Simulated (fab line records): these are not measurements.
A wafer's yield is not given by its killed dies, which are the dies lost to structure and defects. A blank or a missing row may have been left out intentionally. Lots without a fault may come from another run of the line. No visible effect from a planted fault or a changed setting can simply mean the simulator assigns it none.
What tool caused it? + flow gf180mcu + 7 lots, 21 wafers sampled, at 2 steps of a route of 602

## WHAT EACH GAUGE READ, for each wafer
GF_V4_BOW_MEAS_05.
| lot  | measured     | on            | V4_BOW (um) |
|------|--------------|---------------|-------------|
| L944 | day 23 23:42 | film-metro-02 | 135 131 139 |
| L946 | day 24 14:46 | film-metro-03 | 127 133 135 |
| L953 | day 27 05:21 | film-metro-02 | 136 142 151 |
| L956 | day 28 05:41 | film-metro-02 | 141 130 136 |
| L961 | day 29 12:26 | film-metro-03 | 129 123 132 |
| L963 | day 30 03:41 | film-metro-03 | 133 138 132 |
| L966 | day 30 15:19 | film-metro-03 | 136 122 120 |

## TOOL THAT RAN EACH LOT (tool first, then ch and the chambers of the sampled wafers, then the start)
| lot  | GF_M4_METAL_ETCH_16               |
|------|-----------------------------------|
| L944 | rie-metal-02 ch 0, day 23 22:26   |
| L946 | rie-metal-03 ch 0,1, day 24 13:25 |
| L953 | rie-metal-02 ch 0,1, day 27 04:04 |
| L956 | rie-metal-03 ch 0,1, day 28 04:25 |
| L961 | rie-metal-01 ch 0,1, day 29 11:14 |
| L963 | rie-metal-03 ch 0,1, day 30 02:26 |
| L966 | rie-metal-02 ch 0,1, day 30 13:53 |
- GF_M4_METAL_ETCH_16: etches the open film in Cl2/BCl3, stops on SiO2, target depth 627.5 nm, time 104.6 s.

## THE ANSWER, worked out from the rows above alone
Rule: the usual values come from the lots themselves. The widest of any qualifying gaps counts: lots, ordered by their means at a reading, are off when they make up no more than a third of the lots, leave a main group of 4 or more, and stand apart from it by 3 or more times the standard deviation of that group's means. If all means in a main group match to the digits the tables above print for the reading, that group is not used. Also off: a lot with no number at a reading for which 4 or more lots have one. Any other lot the step has rows for is counted as sound.
None of the lots is off at any reading shown; this tells nothing.

## WHAT THE SIMULATOR HAD PUT IN
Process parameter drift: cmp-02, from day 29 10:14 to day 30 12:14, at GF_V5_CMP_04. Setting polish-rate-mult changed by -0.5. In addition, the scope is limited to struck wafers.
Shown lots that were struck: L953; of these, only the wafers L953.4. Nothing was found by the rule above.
